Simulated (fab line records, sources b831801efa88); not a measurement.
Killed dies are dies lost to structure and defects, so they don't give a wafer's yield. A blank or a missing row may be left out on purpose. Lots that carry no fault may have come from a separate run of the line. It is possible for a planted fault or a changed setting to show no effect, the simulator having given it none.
A struck lot beside a sound one || flow sky130 || 23 steps out of a route of 708
Sound: wafers L810.1, L810.2, L810.4. Wafers L822.2, L822.5 were the ones struck. The cause is given at the end.
Each step with rows lists, per side, the tool, then ch with its chambers, then its first start. Under that, the readings that differ: sound wafers || struck wafers || difference of the means || sigmas: that difference in standard deviations of wafers without a fault.
alike: same words and numbers on both sides, and readings whose means sit less than 2 such deviations apart. not compared: any withheld reading, any reading some wafer has no value for, any bound like >300 that may hide the same value, and any number with overlapping values for which the record gives no deviation.
A row with sigmas, a row that says differs or no value, or rows on one side alone: a step with any of these is where the two part. Numbers that have no deviation but don't overlap get no sigmas and don't part them. A reading that every wafer of one side lacks parts them only if that side has two wafers or more.

first, 8 steps without rows for these wafers: SKY_LDD_N_IMPLANT_08; SKY_LDD_N_IMPLANT_09; SKY_LDD_N_IMPLANT_10; SKY_LDD_N_IMPLANT_11; SKY_LDD_N_IMPLANT_12; SKY_LDD_N_IMPLANT_13; SKY_LDD_N_IMPLANT_14; SKY_LDD_N_IMPLANT_15.
SKY_LDD_N_STRIP_16: strips in O2/N2.
  sound on plasma_asher-03 ch 0,1, day 17 21:37; struck on plasma_asher-04 ch 0,1, day 22 12:25
{"reading": "drypump_motor_current_A (A)", "sound": "5.0 5.4 4.9", "struck": "5.6 6.2", "difference": "+0.8", "sigmas": "+2"}
  alike: oes_product_au, strip_time_to_endpoint_s
  not compared: rf_hours_counter_h
SKY_LDD_N_TW_MEAS_17:
  sound on film_metro-01 at day 17 21:43; struck on film_metro-02 at day 22 12:32
  alike: LDD_N_TW
then, 2 steps without rows for these wafers: SKY_LDD_P_DEHYDRATE_00 (time 60 s); SKY_LDD_P_HMDS_01 (prime time 60 s).
SKY_LDD_P_COAT_02: resist thk 1140 nm.
  sound on litho_track-03 ch 0, day 18 11:59; struck on litho_track-03 ch 0, day 23 02:55
{"reading": "model.NOVOLAK_of_LDD_P_COAT_02.thk_nm (nm)", "sound": "1141 1137 1142", "struck": "1167 1168", "difference": "+28", "sigmas": ""}
then, 3 steps without rows for these wafers: SKY_LDD_P_SOFTBAKE_03 (time 60 s); SKY_LDD_P_EXPOSE_04 (exposes mask PSDM, target cd 380 nm); SKY_LDD_P_PEB_05.
SKY_LDD_P_DEVELOP_06: develop time 60 s.
  sound on litho_track-02 ch 0, day 19 03:31; struck on litho_track-04 ch 0, day 23 17:58
{"reading": "model.NOVOLAK_of_LDD_P_COAT_02.thk_nm (nm)", "sound": "1141 1136 1141", "struck": "1167 1168", "difference": "+28", "sigmas": ""}
SKY_LDD_P_CD_MEAS_07 targets a cd of 380 nm.
  sound on cd_sem-01 at day 19 03:40; struck on cd_sem-01 at day 23 18:07
  alike: cd_nm
SKY_LDD_P_OVL_MEAS_08:
  sound on overlay-02 at day 19 03:47; struck on overlay-01 at day 23 18:13
  alike: LDD_P_OVL
then, 1 step without rows for these wafers: SKY_LDD_P_IMPLANT_09.
SKY_LDD_P_STRIP_10: strips in O2/N2.
  sound on plasma_asher-02 ch 0,1, day 19 03:59; struck on plasma_asher-01 ch 0,1, day 23 18:24
{"reading": "strip_time_to_endpoint_s (s)", "sound": "14.20 14.13 14.19", "struck": "14.48 14.44", "difference": "+0.29", "sigmas": "+8"}
  alike: drypump_motor_current_A, oes_product_au
  not compared: rf_hours_counter_h
SKY_LDD_P_TW_MEAS_11:
  sound on film_metro-03 at day 19 04:05; struck on film_metro-02 at day 23 18:31
{"reading": "LDD_P_TW", "sound": "632 634 640", "struck": "628 623", "difference": -10, "sigmas": -2}
then, 1 step without rows for these wafers: SKY_PAD_OPEN_PROBE_99.

WHERE THEY PART
Last at SKY_LDD_P_TW_MEAS_11 as far as this record goes, first at SKY_LDD_N_STRIP_16.

WHY: the cause the simulator had injected
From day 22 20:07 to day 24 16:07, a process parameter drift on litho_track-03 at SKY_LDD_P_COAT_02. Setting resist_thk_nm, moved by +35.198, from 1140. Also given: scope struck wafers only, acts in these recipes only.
